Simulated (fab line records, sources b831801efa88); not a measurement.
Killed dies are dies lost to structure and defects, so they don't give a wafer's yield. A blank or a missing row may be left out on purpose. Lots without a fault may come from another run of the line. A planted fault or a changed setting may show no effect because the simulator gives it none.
One fault seen from 2 desks | flow sky130 | each desk has only its own numbers; what lay behind them comes last

THE METROLOGY DESK
What the gauges read, lot by lot, whatever tool the lot ran on: means of the sampled wafers that have a number. A lot is out of limits, marked OUT, if its mean lies more than 4 standard deviations from the usual mean; the brackets give that distance.
Columns: A = LDD_HVN_TW at SKY_LDD_HVN_TW_MEAS_10, usual 1436; B = POLY_CUT_OVL at SKY_POLY_CUT_OVL_MEAS_09, usual 0 nm; C = cd_nm at SKY_SD_P_CD_MEAS_07, usual 378.8 nm
lot  | first seen here | A    | B  | C
L782 | day 20 12:44    | 1418 | 5  | 378.8
L787 | day 22 19:29    | 1420 | -6 | 378.9
L788 | day 22 19:47    | 1439 | -1 | 381.2
L789 | day 23 02:08    | 1419 | -3 | 379.6
L790 | day 23 21:20    | 1422 | 8  | 379.9
L791 | day 23 22:26    | 1452 | 0  | 380.9
L793 | day 24 13:27    | 1449 | 1  | 387.1
L797 | day 26 00:38    | 1455 | 3  | 385.9
L799 | day 27 05:35    | 1459 | 5  | 380.8
L802 | day 27 18:38    | 1430 | -8 | 379.2
L803 | day 28 11:38    | 1449 | 4  | 379.6
L805 | day 29 02:38    | 1441 | 4  | 379.3
This desk's finding: nothing out of limits on any of the 12 lots.

THE TOOL OWNER'S DESK: litho_track-01
The tool's own readings at SKY_SD_P_DEVELOP_06 (develop time 60 s): means of the sampled wafers that have a number, for each lot that ran on this tool. A lot is out of limits, marked OUT, if its mean lies more than 4 standard deviations from the usual mean; the brackets give that distance.
Columns: A = developer_temp_C at SKY_SD_P_DEVELOP_06, usual 22.99 C; B = exhaust_pa at SKY_SD_P_DEVELOP_06, usual 44.9 Pa; C = resist_line_temp_C at SKY_SD_P_DEVELOP_06, usual 22.98 C
lot  | first seen here | A               | B    | C
L782 | day 25 17:06    | 23.07           | 44.8 | 22.96
L788 | day 27 22:12    | 22.89           | 45.3 | 23.08
L790 | day 28 23:06    | 23.08           | 43.4 | 22.95
L791 | day 29 01:36    | 22.81           | 44.5 | 23.02
L793 | day 29 11:35    | 20.79 (-20) OUT | 45.7 | 22.98
L797 | day 30 22:06    | 20.80 (-20) OUT | 45.5 | 23.01
L803 | day 33 06:03    | 23.06           | 44.7 | 22.83
L805 | day 33 20:51    | 22.99           | 44.6 | 22.86
This desk's finding: out of limits on L793, L797; first on L793, day 29 11:35 (developer_temp_C at SKY_SD_P_DEVELOP_06). In limits: L782, L788, L790, L791, L803, L805.

PUT TOGETHER
The tool owner's desk could have raised an alarm at day 29 11:35, on L793, L797.
The metrology desk saw nothing out of limits.
The metrology desk has L793, L797 on record, within its limits.
Of the lots named, all ran SKY_SD_P_DEVELOP_06 on litho_track-01.

WHAT THE SIMULATOR HAD PUT IN
Process parameter drift: litho_track-01, from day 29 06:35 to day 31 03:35, at SKY_SD_P_DEVELOP_06. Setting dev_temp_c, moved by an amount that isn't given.
Lots struck among those shown: L793, L797.
Hours from the fault's start to each desk's first reading out of limits: the tool owner's desk, 5.
